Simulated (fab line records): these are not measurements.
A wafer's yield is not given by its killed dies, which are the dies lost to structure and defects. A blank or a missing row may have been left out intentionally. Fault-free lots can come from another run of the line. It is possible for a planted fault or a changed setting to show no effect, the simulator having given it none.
Problem report in the 8D (eight disciplines) form, filled by code	flow sky130	the parts of the form that need people (team, actions taken, sign-off) are left out

## 1. THE ISSUE
killed_at_M4_up at SKY_PAD_OPEN_PROBE_99 reads a mean of 48.0 on 9 wafers of 3 lots; wafers without a fault read 3.0 with a standard deviation of 1.8. That puts it +25 standard deviations away from the usual mean.
First seen on wafer L733.3, day 50 06:55, on prober-01. Wafers with a number at this step in the record: 9, from 3 lots. Rule for "out", or "out of limits": more than 4 standard deviations from the usual mean. The other wafers with a number count as sound.

## 2. WHAT IT IS, WHAT IT ISN'T
question	is	is not
which readings at this step	killed_at_M4_up	killed_at_M0_to_M3, killed at contacts, killed at front end, killed short, sort_bin_6_memory
which lots	L733, L734, L735	-
which wafers of those lots	all that have a number	-
read on which tools	prober-01, prober-02	-
when	from day 50 06:55	up to then (0 sound wafers)

## 3. THE SUSPECTS, EACH WITH WHAT RULES IT OUT
Counting: a tool at any process step up to the reading remains a suspect when it ran all the lots that are out and ran no sound lot after the first of those.
- pvd sputter-03 at SKY_METAL4_SPUTTER_02 (material AlCu, target thk 735 nm, time 39.1 s): kept. It ran every lot that is out, first L733 (day 45 05:17), and no sound lot after that.
The count leaves pvd sputter-03 at SKY_METAL4_SPUTTER_02.

## 4. THE CAUSE (what the simulator had put in)
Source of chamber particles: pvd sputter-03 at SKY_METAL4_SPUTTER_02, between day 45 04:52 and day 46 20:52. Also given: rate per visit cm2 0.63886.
This tool alone remained once counting was done.

## 5. THE EFFECT CHAIN, in route order
Each row: a reading whose mean over the struck wafers that have a number lies more than 3 standard deviations from the usual. Only readings whose record carries a usual standard deviation are examined. hours: median over the lots of the time between each lot's start at the first step of this table that gives one and its start at this step. sigmas: the change, counted in usual standard deviations.
hours	step	reading	usual	on struck wafers	change	sigmas
0	SKY_PAD_OPEN_PROBE_99	defect limited yield	82.5 %	74.7	-7.8	-4.3
0	SKY_PAD_OPEN_PROBE_99	killed_at_M4_up	3.0	48.0	+45.0	+25
0	SKY_PAD_OPEN_PROBE_99	killed dies	86	124	+38	+4.5
0	SKY_PAD_OPEN_PROBE_99	sort_bin_3_pad_short	0.8 %	2.4	+1.6	+3.8
0	SKY_PAD_OPEN_PROBE_99	sort_bin_5_function	10.6 %	16.6	+6.0	+4.0
0	SKY_PAD_OPEN_PROBE_99	sort n pass	406	368	-38	-4.5
0	SKY_PAD_OPEN_PROBE_99	sort yield pct	82.5 %	74.7	-7.8	-4.3
Here are the process steps it includes:
- SKY_PAD_OPEN_PROBE_99

## 6. HOW IT WOULD HAVE BEEN CAUGHT EARLIER
122 hours passed between the start of the fault at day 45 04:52 and the first reading out of limits in this record, taken at day 50 06:55.
An alarm limit of 4 standard deviations would not have fired on the tool readings at SKY_METAL4_SPUTTER_02 for which the record gives a usual standard deviation, since none of them was out on any struck wafer.
By day 50 06:55 the whole set of lots that are out, 3 in number, had already begun SKY_METAL4_SPUTTER_02 on pvd sputter-03. None of them would have been spared by holding the tool at that moment.
